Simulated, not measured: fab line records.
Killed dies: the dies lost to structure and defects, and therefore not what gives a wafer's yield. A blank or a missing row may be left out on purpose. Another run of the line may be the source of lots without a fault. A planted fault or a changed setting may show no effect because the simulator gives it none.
A lot that was struck, set against a sound lot -- flow sky130 -- 15 steps out of a route of 708
Sound: the wafers L535.2, L535.4, L535.5. Wafers L539.3, L539.5, L539.6 were the ones struck. The cause is named last.
For every step that has rows: the tool of each side, followed by ch and its chambers, followed by its first start. Under that, the readings that differ: sound wafers -- struck wafers -- difference of the means -- sigmas: that difference in standard deviations of wafers without a fault.
alike: a reading whose means differ by less than 2 such deviations, as well as words and numbers matching on both sides. not compared: withheld readings; readings where some wafer has no value; bounds like >300 that might hide an equal value; numbers whose values overlap and for which the record gives no deviation.
Wherever a step has rows on one side only, a row that says differs or no value, or a row with sigmas, the two part there. Numbers that have no deviation but don't overlap get no sigmas and don't part them. Lack of a reading on every wafer of one side parts them only where that side has two or more wafers.

first, 6 steps without rows for these wafers: SKY_LDD_N_HMDS_01 (prime time 60 s); SKY_LDD_N_COAT_02 (resist thk 300 nm); SKY_LDD_N_SOFTBAKE_03 (time 60 s); SKY_LDD_N_EXPOSE_04 (exposes mask NTM, target cd 840 nm); SKY_LDD_N_PEB_05; SKY_LDD_N_DEVELOP_06 (develop time 60 s).
SKY_LDD_N_OVL_MEAS_07:
  sound: overlay-02 at day 19 06:34; struck: overlay-01 at day 20 15:47
  alike: LDD_N_OVL
then, 5 steps without rows for these wafers: SKY_LDD_N_IMPLANT_08; SKY_LDD_N_IMPLANT_09; SKY_LDD_N_IMPLANT_10; SKY_LDD_N_IMPLANT_11; SKY_LDD_N_IMPLANT_12.
SKY_LDD_N_IMPLANT_13:
  sound on implanter-01 ch 0, day 19 07:22; struck on implanter-01 ch 0, day 20 16:37
reading,sound,struck,difference,sigmas
dose ions cm2,5.005e+12 5.003e+12 5e+12,2.07e+12 2.083e+12 2.077e+12,-2.93e+12,-99 or more
faraday current uA,28.4 28.9 28.2,11.3 12.0 11.5,-16.9,-28
  alike: end station pressure torr
then, 1 step without rows for these wafers: SKY_LDD_N_IMPLANT_14.
-- the record jumps here: 27 days lie between the struck wafers' starts before and after (it left off in module LDD_N and takes up again in module PAD_OPEN, whose first step shown is number 708 of the route) --
SKY_PAD_OPEN_PROBE_99:
  sound: prober-02 at day 46 22:04; struck: prober-02 at day 47 20:58
reading,sound,struck,difference,sigmas
model.etest.tip n.rs ohm sq,442.9 442.1 451.1,435.6 433 435.3,-10.7,
model.etest.nfet_01v8_lvt.vt sat v (V),0.5285 0.5315 0.5175,0.5077 0.5121 0.5089,-0.0163,
model.etest.nfet_01v8_turned.vt v (V),0.6945 0.6968 0.6926,0.6831 0.6805 0.6852,-0.0117,
model.etest.nfet_01v8_swapped.vt sat v (V),0.6464 0.6433 0.6408,0.6334 0.6372 0.6347,-0.0084,
model.etest.nfet_01v8.vt sat v (V),0.6446 0.6417 0.6351,0.6305 0.6265 0.6311,-0.0111,
model.etest.nfet_01v8_lvt.vt v (V),0.6076 0.6085 0.601,0.5945 0.5977 0.5992,-0.0086,
model.etest.nfet_01v8_swapped.vt v (V),0.6997 0.6973 0.6943,0.69 0.6902 0.6908,-0.01,
model.etest.nfet_01v8.vt v (V),0.6998 0.6975 0.6942,0.6897 0.6898 0.6903,-0.0072,
  alike: killed_at_M0_to_M3, killed_at_M4_up, killed at contacts, killed at front end, killed at other, killed dies, killed open, killed short

WHERE THEY PART
Within this record, at SKY_LDD_N_IMPLANT_13 only. Later steps at which nothing parts them and some readings are alike: SKY_PAD_OPEN_PROBE_99.

WHY: whatever the simulator had introduced
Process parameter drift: implanter-01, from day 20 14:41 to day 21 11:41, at SKY_LDD_N_IMPLANT_13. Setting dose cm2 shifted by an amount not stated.
